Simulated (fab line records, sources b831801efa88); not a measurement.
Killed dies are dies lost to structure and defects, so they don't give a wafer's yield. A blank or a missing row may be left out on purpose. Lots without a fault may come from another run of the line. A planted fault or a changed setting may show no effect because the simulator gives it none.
fab line records | flow sky130
record lots=11 wafers=33 last_day=48
route steps=708 shown SD_P@359 METAL1@452 VIA1@467 METAL2@485 PAD_OPEN@708
lots that met no fault: from a run of the same line without faults
start_h: hours from the record's first day to the start of the lot's first wafer shown | wait_h: hours since the lot's step before | " the same as in the row above | L1.1+2: a row that stands for several wafers | - no value, or no start given | * or withheld: withheld | < > ~ a bound
route shown NAME@n: a module of which the file shows steps, and the number in the route of the first | usual: mean/standard deviation of fault-free wafers | same: alike in all rows | chamber/n: place in a boat | sites: the reading at each site | _std_site: their standard deviation | _edge_site: outer sites' mean less inner sites' | radius_mm: how far each site lies from the wafer's centre | mask NAME#n: copy n | behind: the tool/chamber that last shaped the wafer | hold: why the lot was held/for how many hours/how that ended | device: the transistor (n, p or np) that didn't switch | end of line: the same wafers' tests at the end of the route | a step without rows: its recipe alone | killed: dies lost to structure and defects at the first sort, not the wafer's yield | map: a wafer's dies, x killed, . not, _ none there
set.NAME: the setting as run; set.NAME@STEP: as run at that earlier step | model.NAME: the simulator's own value behind a step, which no gauge read
steps of the route over a sample of lots; a table a step, a row a wafer
services: from which hour (start_h, from the record's first day; less than 0 if before it) a tool's chamber was out of use, for how many hours, and why
## steps
# step SKY_SD_N_RS_MEAS_17
# recipe thk_meas_gauge=four-point-probe
# usual SD_P_RS=147.2/0.39
# columns lot.wafer tool chamber start_h wait_h SD_P_RS[ohm/sq]
L842.2 film_metro-04 - 640.23 0.1 147.3
L842.3 " - " " 147.1
L842.5 " - " " 147.3
L843.1 film_metro-03 - 655.86 0.1 146.8
L843.4 " - " " 146.6
L843.5 " - " " 146.5
L844.1 film_metro-01 - 684.83 0.1 147.5
L844.4 " - " " 147.4
L844.6 " - " " 147.3
L847.1 film_metro-04 - 698.03 0.1 146.9
L847.2 " - " " 146.9
L847.6 " - " " 146.8
L851.4 film_metro-01 - 724.52 0.1 147.8
L851.5 " - " " 147.2
L851.6 " - " " 147.6
L852.1 film_metro-04 - 724.84 0.1 147.5
L852.2 " - " " 148.0
L852.4 " - " " 147.4
L853.2 film_metro-03 - 742.58 0.1 147.1
L853.3 " - " " 147.1
L853.5 " - " " 147.0
L854.2 film_metro-01 - 742.64 0.1 147.2
L854.3 " - " " 147.4
L854.4 " - " " 147.6
L855.2 film_metro-01 - 750.48 0.1 147.0
L855.4 " - " " 146.4
L855.5 " - " " 147.3
L858.3 film_metro-03 - 758.56 0.1 147.4
L858.4 " - " " 147.3
L858.6 " - " " 146.9
L859.1 film_metro-04 - 760.32 0.1 147.3
L859.5 " - " " 147.4
L859.6 " - " " 147.1
# step SKY_METAL1_ETCH_18
# recipe chemistry=N2/H2 target=BARC ion_energy_ev=200 bias_w=100 pressure_mtorr=30 n2_flow_sccm=100 h2_flow_sccm=200 icp_w=500 stop_on=SiO2 time_s=45.9 target_depth_a=600
# usual drypump_motor_current_A=6.0/0.37 oes_product_au=0.854/0.0051 rf_fwd_power_W=493.7/2.3 throttle_valve_pct=13.225/0.0091
# columns lot.wafer tool chamber start_h wait_h drypump_motor_current_A oes_product_au rf_fwd_power_W rf_hours_counter_h throttle_valve_pct
L842.2 rie_metal-02 1 754.45 0.0 5.6 0.856 491.0 8 13.218
L842.3 " 0 " " 5.7 0.856 494.2 - 13.232
L842.5 " 0 " " 5.7 0.855 493.7 - 13.211
L843.1 rie_metal-02 0 766.99 0.0 5.7 0.847 491.5 1 13.224
L843.4 " 0 " " 5.7 0.861 492.1 - 13.231
L843.5 " 0 " " 5.7 0.853 492.5 - 13.226
L844.1 rie_metal-02 0 794.80 0.0 5.7 0.850 493.9 3 13.222
L844.4 " 1 " " 5.6 0.853 490.0 - 13.224
L844.6 " 0 " " 5.7 0.851 493.1 - 13.228
L847.1 rie_metal-04 1 810.69 0.0 6.4 0.854 489.3 2 13.241
L847.2 " 0 " " 6.3 0.857 495.3 9 13.237
L847.6 " 1 " " 6.4 0.851 489.4 - 13.205
L851.4 rie_metal-03 1 835.53 0.0 6.5 0.851 494.9 - 13.235
L851.5 " 1 " " 6.6 0.856 496.8 - 13.216
L851.6 " 0 " " 5.8 0.856 494.7 - 13.231
L852.1 rie_metal-03 0 836.46 0.0 5.8 0.853 494.2 13 13.228
L852.2 " 1 " " 6.5 0.849 496.3 16 13.220
L852.4 " 0 " " 5.8 0.854 494.5 - 13.228
L853.2 rie_metal-02 0 852.01 0.0 5.7 0.851 491.7 5 13.225
L853.3 " 1 " " 5.6 0.854 492.0 - 13.227
L853.5 " 1 " " 5.6 0.861 491.9 - 13.232
L854.2 rie_metal-04 1 852.40 0.0 6.3 0.840 492.9 3 13.224
L854.3 " 0 " " 6.3 0.859 497.5 - 13.232
L854.4 " 1 " " 6.3 0.859 491.6 - 13.233
L855.2 rie_metal-03 1 861.29 0.0 6.5 0.858 494.2 16 13.231
L855.4 " 0 " " 5.8 0.849 495.7 - 13.229
L855.5 " 0 " " 5.8 0.861 495.5 - 13.244
L858.3 rie_metal-03 1 868.45 0.0 6.5 0.863 496.3 - 13.231
L858.4 " 0 " " 5.8 0.854 498.5 - 13.212
L858.6 " 1 " " 6.5 0.856 495.7 - 13.209
L859.1 rie_metal-02 1 869.32 0.1 5.6 0.853 493.2 13 13.229
L859.5 " 1 " " 5.6 0.854 493.0 - 13.220
L859.6 " 1 " " 5.6 0.845 490.1 - 13.218
# step SKY_VIA1_EXPOSE_09
# recipe mask_id=VIM na=0.8 source_shape=annular sigma_inner=0.55 sigma_outer=0.85 target_cd_nm=150 dose_mj=38
# usual stage_vel_mm_s=499.97/0.25
# columns lot.wafer tool chamber start_h wait_h mask stage_vel_mm_s
L842.2 krf_scanner-02 0 768.43 - VIM#0 500.25
L842.3 " 0 " " VIM#0 500.02
L842.5 " 0 " " VIM#0 500.33
L843.1 krf_scanner-02 0 782.42 - VIM#0 500.01
L843.4 " 0 " " VIM#0 500.08
L843.5 " 0 " " VIM#0 500.02
L844.1 krf_scanner-02 0 810.15 - VIM#0 500.02
L844.4 " 0 " " VIM#0 500.14
L844.6 " 0 " " VIM#0 499.95
L847.1 krf_scanner-02 0 824.59 - VIM#0 500.04
L847.2 " 0 " " VIM#0 500.07
L847.6 " 0 " " VIM#0 499.86
L851.4 krf_scanner-01 0 848.08 - VIM#0 499.98
L851.5 " 0 " " VIM#0 499.89
L851.6 " 0 " " VIM#0 500.13
L852.1 krf_scanner-01 0 849.62 - VIM#0 500.02
L852.2 " 0 " " VIM#0 500.18
L852.4 " 0 " " VIM#0 499.80
L853.2 krf_scanner-02 0 866.36 - VIM#0 499.91
L853.3 " 0 " " VIM#0 499.63
L853.5 " 0 " " VIM#0 499.67
L854.2 krf_scanner-02 0 866.94 - VIM#0 500.03
L854.3 " 0 " " VIM#0 500.09
L854.4 " 0 " " VIM#0 500.02
L855.2 krf_scanner-01 0 873.75 - VIM#0 499.65
L855.4 " 0 " " VIM#0 499.98
L855.5 " 0 " " VIM#0 499.90
L858.3 krf_scanner-02 0 883.49 - VIM#0 500.35
L858.4 " 0 " " VIM#0 500.22
L858.6 " 0 " " VIM#0 500.53
L859.1 krf_scanner-01 0 885.28 - VIM#0 500.24
L859.5 " 0 " " VIM#0 500.06
L859.6 " 0 " " VIM#0 499.99
# step SKY_VIA1_CD_MEAS_12
# recipe target_cd_nm=150
# usual cd_nm=149.5/1.8
# columns lot.wafer tool chamber start_h wait_h hold cd_nm
L842.2 cd_sem-02 - 782.12 - - 151.4
L842.3 " - " " - 149.8
L842.5 " - " " - 150.0
L843.1 cd_sem-01 - 794.26 - - 149.4
L843.4 " - " " - 149.6
L843.5 " - " " - 149.1
L844.1 cd_sem-02 - 821.45 - - 151.9
L844.4 " - " " - 150.4
L844.6 " - " " - 152.4
L847.1 cd_sem-02 - 837.97 - - 151.7
L847.2 " - " " - 151.4
L847.6 " - " " - 151.1
L851.4 cd_sem-02 - 861.88 - - 149.1
L851.5 " - " " - 149.8
L851.6 " - " " - 147.9
L852.1 cd_sem-02 - 863.41 - - 148.7
L852.2 " - " " - 148.3
L852.4 " - " " - 149.3
L853.2 cd_sem-01 - 878.64 - - 150.8
L853.3 " - " " - 151.6
L853.5 " - " " - 150.0
L854.2 cd_sem-02 - 879.84 - - 147.9
L854.3 " - " " - 149.3
L854.4 " - " " - 148.9
L855.2 cd_sem-02 - 888.29 - - 147.3
L855.4 " - " " - 146.4
L855.5 " - " " - 148.4
L858.3 cd_sem-01 - 895.76 - - 146.4
L858.4 " - " " - 147.1
L858.6 " - " " - 147.3
L859.1 cd_sem-01 - 897.25 - await_dispo/0.2h/release 83.3
L859.5 " - " " await_dispo/0.2h/release 150.7
L859.6 " - " " await_dispo/0.2h/release 154.0
L859.1 cd_sem-01 - 897.54 0.3 - 83.2
L859.5 " - " " - 151.1
L859.6 " - " " - 154.3
# step SKY_METAL2_SPUTTER_02
# recipe material=AlCu target_thk_nm=250 power_w=10600 time_s=13.3 chamber_pressure_pa=0.4
# usual throttle_valve_pct=29.8/0.94
# columns lot.wafer tool chamber start_h wait_h throttle_valve_pct
L842.2 pvd_sputter-03 - 783.63 0.0 30.4
L842.3 " - " " 31.2
L842.5 " - " " 29.9
L843.1 pvd_sputter-04 - 795.79 0.0 29.7
L843.4 " - " " 29.4
L843.5 " - " " 30.5
L844.1 pvd_sputter-04 - 822.97 0.0 29.4
L844.4 " - " " 29.5
L844.6 " - " " 29.3
L847.1 pvd_sputter-03 - 839.48 0.0 30.5
L847.2 " - " " 28.3
L847.6 " - " " 30.0
L851.4 pvd_sputter-03 - 863.48 0.0 31.3
L851.5 " - " " 30.7
L851.6 " - " " 30.2
L852.1 pvd_sputter-03 - 865.12 0.0 30.4
L852.2 " - " " 30.2
L852.4 " - " " 31.3
L853.2 pvd_sputter-02 - 880.57 0.0 29.9
L853.3 " - " " 28.4
L853.5 " - " " 29.1
L854.2 pvd_sputter-04 - 881.34 0.0 30.4
L854.3 " - " " 29.2
L854.4 " - " " 29.9
L855.2 pvd_sputter-02 - 889.88 0.0 28.5
L855.4 " - " " 31.5
L855.5 " - " " 31.6
L858.3 pvd_sputter-02 - 897.24 0.0 29.8
L858.4 " - " " 28.4
L858.6 " - " " 29.9
L859.5 pvd_sputter-02 - 902.65 0.0 29.8
L859.6 " - " " 31.6
# step SKY_PAD_OPEN_PROBE_99
# usual defect_limited_yield=82.2/1.8 killed_at_M0_to_M3=42/6.1 killed_at_M4_up=3.3/1.7 killed_at_contacts=25/5.4 killed_at_front_end=16/4.6 killed_at_other=0.4/0.55 killed_dies=87/8.8 killed_on_rim=18/3.6 killed_open=47/7.1 killed_short=40/5.8 sort_bin_3_pad_short=0.9/0.45 sort_bin_5_function=10.7/1.4 sort_bin_6_memory=6.2/1.2 sort_n_pass=405/8.8 sort_yield_pct=82.2/1.8
# same gross_dies=492 killed_at_back_side=0 sort_bin_4_leakage[%]=0 sort_bin_8_speed[%]=0
# columns lot.wafer tool chamber start_h wait_h hold defect_limited_yield[%] killed_at_M0_to_M3 killed_at_M4_up killed_at_contacts killed_at_front_end killed_at_other killed_dies killed_on_rim killed_open killed_short sort_bin_3_pad_short[%] sort_bin_5_function[%] sort_bin_6_memory[%] sort_n_pass sort_yield_pct[%]
L842.2 prober-02 - 1067.29 0.1 - 80.9 48 3 23 20 0 94 22 52 42 2.0 11.0 6.1 398 80.9
L842.3 prober-02 - 1067.34 0.2 - 86.2 27 4 25 11 1 68 21 29 39 0.2 9.6 4.1 424 86.2
L842.5 prober-02 - 1067.44 0.2 - 82.5 41 6 20 18 1 86 16 48 38 0.8 10.4 6.3 406 82.5
L843.1 prober-02 - 1073.11 0.1 - 78.5 48 7 29 22 0 106 23 54 52 2.0 10.4 9.1 386 78.5
L843.4 prober-02 - 1073.26 0.2 - 81.3 45 5 29 13 0 92 25 49 43 1.4 10.0 7.3 400 81.3
L843.5 prober-02 - 1073.31 0.2 - 80.5 46 5 29 15 1 96 18 50 46 1.8 10.8 6.9 396 80.5
L844.1 prober-01 - 1091.58 0.1 - 77.6 54 6 26 24 0 110 21 55 55 1.2 12.6 8.5 382 77.6
L844.4 prober-01 - 1091.73 0.2 - 80.1 50 2 31 15 0 98 21 58 40 1.0 11.6 7.3 394 80.1
L844.6 prober-01 - 1091.83 0.2 - 81.5 46 5 17 23 0 91 20 57 34 0.4 11.2 6.9 401 81.5
L847.1 prober-02 - 1112.18 0.1 - 79.7 47 4 30 19 0 100 20 49 51 0.6 12.8 6.9 392 79.7
L847.2 prober-02 - 1112.23 0.1 - 82.9 44 2 27 11 0 84 19 50 33 1.2 10.8 5.1 408 82.9
L847.6 prober-02 - 1112.43 0.2 - 83.7 32 3 27 17 1 80 12 39 41 0.4 10.8 5.1 412 83.7
L851.4 prober-02 - 1130.02 0.2 - 81.5 39 1 32 18 1 91 17 52 37 0.4 12.6 5.5 401 81.5
L851.5 prober-02 - 1130.07 0.2 - 82.7 38 3 29 15 0 85 15 48 35 0.8 10.8 5.7 407 82.7
L851.6 prober-02 - 1130.12 0.2 - 81.5 41 6 24 20 0 91 20 51 38 0.6 10.6 7.3 401 81.5
L852.1 prober-02 - 1131.55 0.1 - 80.7 38 3 24 28 2 95 17 46 49 0.2 13.4 5.7 397 80.7
L852.2 prober-02 - 1131.60 0.1 - 81.5 46 6 31 8 0 91 18 47 44 1.4 10.2 6.9 401 81.5
L852.4 prober-02 - 1131.70 0.2 - 83.1 46 4 26 7 0 83 14 40 43 1.4 9.1 6.3 409 83.1
L853.2 prober-02 - 1138.60 0.1 - 82.3 41 2 33 10 1 87 14 51 35 0.2 11.0 6.5 405 82.3
L853.3 prober-02 - 1138.65 0.2 - 81.3 43 4 26 19 0 92 15 48 44 0.2 12.2 6.3 400 81.3
L853.5 prober-02 - 1138.75 0.2 - 82.7 41 6 24 13 1 85 18 47 38 1.2 8.5 7.5 407 82.7
L854.2 prober-02 - 1138.90 0.2 - 81.3 54 2 24 12 0 92 23 61 31 0.2 11.6 6.9 400 81.3
L854.3 prober-02 - 1138.95 0.3 - 83.9 32 2 20 25 0 79 16 40 39 0.4 8.9 6.7 413 83.9
L854.4 prober-02 - 1139.00 0.3 - 82.9 45 3 19 17 0 84 13 43 41 1.6 10.6 4.9 408 82.9
L855.2 prober-01 - 1142.34 0.1 - 81.5 43 3 27 17 1 91 15 50 41 0.6 12.4 5.5 401 81.5
L855.4 prober-01 - 1142.44 0.2 - 84.6 36 3 23 13 1 76 17 38 38 0.8 9.6 5.1 416 84.6
L855.5 prober-01 - 1142.49 0.2 - 82.7 37 3 28 17 0 85 16 43 42 0.2 11.2 5.9 407 82.7
L859.1 prober-02 - 1155.68 0.1 await_dispo/2.5h/release 0 449 2 30 10 1 492 96 43 39 1.2 93.7 5.1 0 0
L859.5 prober-02 - 1155.88 0.2 await_dispo/2.5h/release 81.1 41 2 35 15 0 93 21 40 53 1.2 11.2 6.5 399 81.1
L859.6 prober-02 - 1155.93 0.2 await_dispo/2.5h/release 81.7 51 4 26 9 0 90 18 46 44 1.4 10.8 6.1 402 81.7
L858.3 prober-01 - 1156.51 0.2 - 84.3 35 3 24 14 1 77 16 37 39 0.8 8.7 6.1 415 84.3
L858.4 prober-01 - 1156.56 0.2 - 82.3 46 2 28 11 0 87 19 55 32 1.0 11.6 5.1 405 82.3
L858.6 prober-01 - 1156.66 0.2 - 81.9 42 0 23 24 0 89 12 53 35 0.6 10.8 6.7 403 81.9
# killed by level:class
L842.2 FIELD_ISO:geometric_particle:open=10 VIA1:geometric_particle:open=8 VIA2:geometric_particle:open=8 CONTACT:geometric_particle:open=7 METAL1:geometric_particle:short=7 VIA1:geometric_particle:short=7 VIA3:geometric_particle:open=7 FIELD_ISO:geometric_particle:short=6
L842.3 CONTACT:geometric_particle:open=8 METAL2:geometric_particle:short=6 FIELD_ISO:geometric_particle:open=5 LOCAL_INTERCONNECT:geometric_particle:short=5 FIELD_ISO:geometric_particle:short=4 LI_CONTACT:geometric_particle:short=4 LI_CONTACT:geometric_particle:open=4 CONTACT:geometric_particle:short=4
L842.5 VIA1:geometric_particle:open=12 CONTACT:geometric_particle:open=10 FIELD_ISO:geometric_particle:open=7 METAL1:geometric_particle:open=5 METAL1:geometric_particle:short=4 FIELD_ISO:geometric_particle:short=4 LI_CONTACT:geometric_particle:short=4 METAL4:geometric_particle:short=4
L843.1 VIA1:geometric_particle:open=14 CONTACT:geometric_particle:short=8 CONTACT:geometric_particle:open=8 POLY_GATE:geometric_particle:open=7 LI_CONTACT:geometric_particle:open=7 VIA2:geometric_particle:open=6 POLY_GATE:geometric_particle:short=5 VIA1:geometric_particle:short=5
L843.4 CONTACT:geometric_particle:open=11 VIA1:geometric_particle:open=9 VIA3:geometric_particle:open=8 FIELD_ISO:geometric_particle:open=6 METAL3:geometric_particle:short=6 LI_CONTACT:geometric_particle:open=5 LOCAL_INTERCONNECT:geometric_particle:short=5 VIA1:geometric_particle:short=5
L843.5 LI_CONTACT:geometric_particle:open=8 CONTACT:geometric_particle:open=8 VIA1:geometric_particle:open=8 VIA3:geometric_particle:open=7 VIA1:geometric_particle:short=7 VIA2:geometric_particle:open=7 LOCAL_INTERCONNECT:geometric_particle:short=6 POLY_GATE:geometric_particle:short=5
L844.1 VIA1:geometric_particle:open=12 CONTACT:geometric_particle:open=11 FIELD_ISO:geometric_particle:open=7 VIA1:geometric_particle:short=7 FIELD_ISO:geometric_particle:short=6 VIA3:geometric_particle:short=6 VIA3:geometric_particle:open=6 LOCAL_INTERCONNECT:geometric_particle:short=5
L844.4 CONTACT:geometric_particle:open=11 VIA1:geometric_particle:open=10 LI_CONTACT:geometric_particle:open=10 METAL1:geometric_particle:short=8 VIA2:geometric_particle:open=8 CONTACT:geometric_particle:short=7 VIA3:geometric_particle:open=7 FIELD_ISO:geometric_particle:short=5
L844.6 VIA1:geometric_particle:open=16 FIELD_ISO:geometric_particle:open=8 CONTACT:geometric_particle:open=8 VIA3:geometric_particle:open=7 VIA2:geometric_particle:open=5 LI_CONTACT:geometric_particle:open=5 METAL3:geometric_particle:short=5 METAL4:geometric_particle:short=5
L847.1 VIA1:geometric_particle:short=10 LI_CONTACT:geometric_particle:open=9 VIA1:geometric_particle:open=9 CONTACT:geometric_particle:short=6 LOCAL_INTERCONNECT:geometric_particle:short=5 VIA2:geometric_particle:open=5 FIELD_ISO:geometric_particle:short=4 POLY_GATE:geometric_particle:open=4
L847.2 VIA1:geometric_particle:open=19 LI_CONTACT:geometric_particle:open=7 CONTACT:geometric_particle:short=7 CONTACT:geometric_particle:open=5 METAL3:geometric_particle:short=5 METAL1:geometric_particle:short=4 VIA2:geometric_particle:open=4 FIELD_ISO:geometric_particle:open=3
L847.6 VIA1:geometric_particle:open=9 LOCAL_INTERCONNECT:geometric_particle:short=7 CONTACT:geometric_particle:open=7 FIELD_ISO:geometric_particle:open=6 FIELD_ISO:geometric_particle:short=5 LI_CONTACT:geometric_particle:short=5 CONTACT:geometric_particle:short=5 VIA2:geometric_particle:open=5
L851.4 CONTACT:geometric_particle:open=12 VIA1:geometric_particle:open=10 VIA3:geometric_particle:open=9 LI_CONTACT:geometric_particle:open=6 CONTACT:geometric_particle:short=6 METAL1:geometric_particle:short=6 POLY_GATE:geometric_particle:open=5 LI_CONTACT:geometric_particle:short=4
L851.5 CONTACT:geometric_particle:open=11 LI_CONTACT:geometric_particle:open=9 VIA2:geometric_particle:open=7 LI_CONTACT:geometric_particle:short=6 VIA1:geometric_particle:open=5 VIA1:geometric_particle:short=4 METAL2:geometric_particle:short=4 VIA2:geometric_particle:short=4
L851.6 VIA1:geometric_particle:open=8 LI_CONTACT:geometric_particle:open=8 CONTACT:geometric_particle:open=6 VIA3:geometric_particle:open=6 VIA2:geometric_particle:open=5 SPACER:geometric_particle:open=4 CONTACT:geometric_particle:short=4 METAL2:geometric_particle:short=4
L852.1 CONTACT:geometric_particle:open=9 VIA1:geometric_particle:open=8 FIELD_ISO:geometric_particle:short=7 POLY_GATE:geometric_particle:open=7 LOCAL_INTERCONNECT:geometric_particle:short=7 METAL2:geometric_particle:short=6 POLY_GATE:geometric_particle:short=5 VIA3:geometric_particle:open=5
L852.2 CONTACT:geometric_particle:open=12 METAL2:geometric_particle:short=11 LI_CONTACT:geometric_particle:open=10 VIA2:geometric_particle:open=6 METAL3:geometric_particle:short=6 VIA1:geometric_particle:open=5 METAL1:geometric_particle:short=5 POLY_GATE:geometric_particle:open=4
L852.4 VIA3:geometric_particle:open=9 LI_CONTACT:geometric_particle:open=8 CONTACT:geometric_particle:short=7 METAL2:geometric_particle:short=7 CONTACT:geometric_particle:open=6 METAL1:geometric_particle:short=5 VIA1:geometric_particle:open=5 METAL3:geometric_particle:short=4
L853.2 LI_CONTACT:geometric_particle:open=16 METAL1:geometric_particle:short=10 VIA2:geometric_particle:open=8 CONTACT:geometric_particle:open=7 VIA3:geometric_particle:open=6 VIA1:geometric_particle:open=5 METAL2:geometric_particle:short=5 LOCAL_INTERCONNECT:geometric_particle:short=4
L853.3 VIA1:geometric_particle:open=10 METAL1:geometric_particle:short=9 CONTACT:geometric_particle:open=8 FIELD_ISO:geometric_particle:open=7 VIA2:geometric_particle:open=6 CONTACT:geometric_particle:short=6 LI_CONTACT:geometric_particle:open=5 METAL2:geometric_particle:short=5
L853.5 CONTACT:geometric_particle:open=10 VIA1:geometric_particle:open=9 METAL2:geometric_particle:short=7 LI_CONTACT:geometric_particle:open=6 VIA3:geometric_particle:short=6 POLY_GATE:geometric_particle:open=5 METAL1:geometric_particle:short=5 FIELD_ISO:geometric_particle:short=4
L854.2 VIA1:geometric_particle:open=13 VIA2:geometric_particle:open=10 VIA3:geometric_particle:open=9 LI_CONTACT:geometric_particle:open=8 CONTACT:geometric_particle:open=8 METAL1:geometric_particle:short=6 VIA1:geometric_particle:short=6 FIELD_ISO:geometric_particle:open=5
L854.3 CONTACT:geometric_particle:open=7 VIA1:geometric_particle:open=7 FIELD_ISO:geometric_particle:short=6 POLY_GATE:geometric_particle:short=6 LI_CONTACT:geometric_particle:open=6 VIA3:geometric_particle:short=6 VIA2:geometric_particle:open=5 SPACER:geometric_particle:short=4
L854.4 VIA1:geometric_particle:open=15 VIA1:geometric_particle:short=8 CONTACT:geometric_particle:open=7 POLY_GATE:geometric_particle:short=5 CONTACT:geometric_particle:short=5 VIA3:geometric_particle:open=5 VIA2:geometric_particle:open=4 FIELD_ISO:geometric_particle:open=3
L855.2 VIA1:geometric_particle:open=12 VIA3:geometric_particle:open=10 LI_CONTACT:geometric_particle:open=7 POLY_GATE:geometric_particle:short=6 LOCAL_INTERCONNECT:geometric_particle:short=6 CONTACT:geometric_particle:open=6 VIA2:geometric_particle:open=5 FIELD_ISO:geometric_particle:short=4
L855.4 CONTACT:geometric_particle:short=8 VIA1:geometric_particle:open=8 LI_CONTACT:geometric_particle:open=8 METAL1:geometric_particle:short=8 FIELD_ISO:geometric_particle:short=4 CONTACT:geometric_particle:open=4 VIA2:geometric_particle:open=4 VIA3:geometric_particle:open=3
L855.5 VIA1:geometric_particle:open=9 CONTACT:geometric_particle:open=9 LI_CONTACT:geometric_particle:short=6 FIELD_ISO:geometric_particle:short=5 CONTACT:geometric_particle:short=5 VIA2:geometric_particle:open=5 VIA3:geometric_particle:open=5 LI_CONTACT:geometric_particle:open=4
L859.1 VIA1:area_expose=410 CONTACT:geometric_particle:open=13 VIA1:geometric_particle:open=9 LI_CONTACT:geometric_particle:open=8 METAL1:geometric_particle:short=6 VIA1:geometric_particle:short=6 VIA2:geometric_particle:open=6 CONTACT:geometric_particle:short=4
L859.5 CONTACT:geometric_particle:short=11 VIA2:geometric_particle:open=8 LOCAL_INTERCONNECT:geometric_particle:short=7 CONTACT:geometric_particle:open=7 FIELD_ISO:geometric_particle:open=5 LI_CONTACT:geometric_particle:short=5 LI_CONTACT:geometric_particle:open=5 METAL1:geometric_particle:short=5
L859.6 METAL2:geometric_particle:short=10 CONTACT:geometric_particle:open=10 VIA3:geometric_particle:open=6 VIA2:geometric_particle:open=5 CONTACT:geometric_particle:short=5 VIA2:geometric_particle:short=5 METAL3:geometric_particle:short=5 VIA1:geometric_particle:open=5
L858.3 CONTACT:geometric_particle:short=7 CONTACT:geometric_particle:open=7 LI_CONTACT:geometric_particle:open=6 VIA1:geometric_particle:short=6 METAL2:geometric_particle:short=6 VIA2:geometric_particle:open=6 METAL1:geometric_particle:short=5 VIA1:geometric_particle:open=5
L858.4 VIA1:geometric_particle:open=12 CONTACT:geometric_particle:open=10 LI_CONTACT:geometric_particle:open=8 FIELD_ISO:geometric_particle:open=6 VIA2:geometric_particle:open=6 LOCAL_INTERCONNECT:geometric_particle:short=4 VIA1:geometric_particle:short=4 METAL1:geometric_particle:short=4
L858.6 CONTACT:geometric_particle:open=9 METAL1:geometric_particle:short=9 VIA2:geometric_particle:open=9 FIELD_ISO:geometric_particle:open=6 VIA1:geometric_particle:open=6 FIELD_ISO:geometric_particle:short=5 VIA3:geometric_particle:open=5 POLY_GATE:geometric_particle:open=4
## services
# columns tool chamber start_h hours kind
krf_scanner-02 0 734.89 - calibration
krf_scanner-01 0 736.58 - calibration
rie_metal-04 - 752.19 2.8 pm
krf_scanner-02 - 761.57 1.3 pm
krf_scanner-02 - 772.17 1.0 pm
rie_metal-04 - 793.48 0.8 repair
pvd_sputter-03 - 800.57 0.5 repair
krf_scanner-02 - 816.43 0.2 repair
krf_scanner-02 - 819.09 0.3 repair
krf_scanner-01 - 825.77 4.5 repair
krf_scanner-01 - 831.00 1.0 pm
krf_scanner-01 - 832.00 4.4 pm
pvd_sputter-02 - 832.97 3.7 repair
rie_metal-04 - 835.12 4.3 pm
krf_scanner-02 - 844.24 2.0 repair
krf_scanner-02 - 848.53 4.4 pm
pvd_sputter-02 - 861.77 9.4 repair
krf_scanner-01 - 863.81 0.8 pm
rie_metal-03 - 865.37 1.2 repair
rie_metal-02 0 869.10 77.0 repair
krf_scanner-01 - 870.71 1.3 pm
krf_scanner-02 - 880.41 0.8 pm
rie_metal-03 - 895.28 28.1 pm
krf_scanner-02 0 900.86 - calibration
## key
first_sign step=SKY_VIA1_CD_MEAS_12 reading=visit direction=added
effect step=SKY_VIA1_CD_MEAS_12 reading=cd_nm direction=down sigmas=36 usual=149.5 struck=83.3
effect step=SKY_PAD_OPEN_PROBE_99 reading=killed_at_M0_to_M3 direction=up sigmas=66 usual=42 struck=449
more_kills_born_at SKY_VIA1_EXPOSE_09@krf_scanner-01=410
met_at SKY_VIA1_EXPOSE_09
struck_lots L859
struck_wafers L859.1
later_rows_left_out L859.1
not_acting_at SKY_SD_N_RS_MEAS_17,SKY_METAL1_ETCH_18,SKY_METAL2_SPUTTER_02
onset_between 873.75 885.28
fault kind=process_parameter_drift tool=krf_scanner-01 chamber=- onset_h=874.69 steps=SKY_VIA1_EXPOSE_09 channel=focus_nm offset=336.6 shape=step end_h=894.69 scope=struck_wafers_only
# later_rows_left_out: the simulator's readings of these wafers behind a module that went badly wrong aren't trusted and aren't shown, but for the sort
